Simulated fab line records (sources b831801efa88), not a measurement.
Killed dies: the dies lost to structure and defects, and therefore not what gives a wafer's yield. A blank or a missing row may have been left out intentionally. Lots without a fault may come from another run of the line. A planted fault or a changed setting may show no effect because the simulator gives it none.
Struck lot and sound lot, side by side	flow sky130	19 steps out of a route of 708
Sound: the wafers L689.2, L689.3, L689.6. Wafers struck: L685.3, L685.4, L685.6. At the end, the cause is stated.
For every step that has rows: the tool of each side, followed by ch and its chambers, followed by its first start. Under that, the readings that differ: sound wafers	struck wafers	difference of the means	sigmas: that difference in standard deviations of wafers without a fault.
alike: words and numbers the same on both sides, and readings whose means are apart by under 2 such deviations; not compared: readings that were withheld, readings missing a value for some wafer, numbers with overlapping values and no deviation given by the record, and bounds like >300 which may hide the same value.
A row with sigmas, a row that says differs or no value, or rows on one side alone: a step with any of these is where the two part. When numbers do not overlap yet have no deviation, they are printed without sigmas and do not part them. Lack of a reading on every wafer of one side parts them only where that side has two or more wafers.

first, 4 steps without rows for these wafers: SKY_METAL2_STRIP_21 (strips in post etch residue remover, time 1200 s); SKY_METAL2_CLEAN_22 (cleans in IPA, time 180 s); SKY_METAL2_CLEAN_23 (cleans in O3/DIW); SKY_VIA2_HDPCVD_00 (deposits SiO2, target thk 1180 nm, time 196.7 s).
SKY_VIA2_THK_MEAS_01:
  struck on film_metro-03, day 41 08:19; sound on film_metro-04, day 41 21:57
  alike: VIA2_HDPCVD_THK
SKY_VIA2_CMP_02: polishes SiO2.
  sound on cmp-02 ch 0,1, day 41 22:03; struck on cmp-02 ch 0,2,3, day 41 08:25
  alike: edge_zone_pressure_frac, motor_current_A, platen_rpm, retaining_ring_pressure_frac
SKY_VIA2_BOW_MEAS_03:
  struck on film_metro-04, day 41 08:42; sound on film_metro-01, day 41 22:19
  alike: VIA2_BOW
then, 5 steps without rows for these wafers: SKY_VIA2_DEHYDRATE_04 (time 60 s); SKY_VIA2_HMDS_05 (prime time 60 s); SKY_VIA2_COAT_06 (resist thk 60 nm); SKY_VIA2_COAT_07 (resist thk 450 nm); SKY_VIA2_SOFTBAKE_08 (time 90 s).
SKY_VIA2_EXPOSE_09: exposes mask VIM2, target cd 200 nm.
  sound on krf_scanner-01 ch 0, day 42 09:30; struck on krf_scanner-02 ch 0, day 41 21:01
reading	sound	struck	difference	sigmas
model.VIA2.overlay_x_nm (nm)	3.584 3.584 3.584	29.56 29.56 29.56	+25.98	
  alike: mask
then, 2 steps without rows for these wafers: SKY_VIA2_PEB_10; SKY_VIA2_DEVELOP_11 (develop time 61.79 s).
SKY_VIA2_CD_MEAS_12: target cd 200 nm.
  struck on cd_sem-02, day 42 07:41; sound on cd_sem-01, day 42 21:15
  alike: cd_nm
SKY_VIA2_OVL_MEAS_13:
  struck on overlay-01, day 42 07:46; sound on overlay-01, day 42 21:22
reading	sound	struck	difference	sigmas
VIA2_OVL (nm)	5 10 7	36 26 33	+24	+5
SKY_VIA2_ETCH_14: etches BARC in N2/H2, stops on SiO2, time 45.9 s, target depth 60 nm.
  sound on rie_diel-02 ch 0,2, day 42 21:23; struck on rie_diel-04 ch 1,3, day 42 07:48
  alike: drypump_motor_current_A, oes_product_au, throttle_valve_pct
  not compared: rf_hours_counter_h
after that, 1 step had no rows for these wafers: SKY_PAD_OPEN_PROBE_99.

WHERE THEY PART
Within this record, at SKY_VIA2_OVL_MEAS_13 only. Later steps at which nothing parts them and some readings are alike: SKY_VIA2_ETCH_14.

WHY: what had been put in by the simulator
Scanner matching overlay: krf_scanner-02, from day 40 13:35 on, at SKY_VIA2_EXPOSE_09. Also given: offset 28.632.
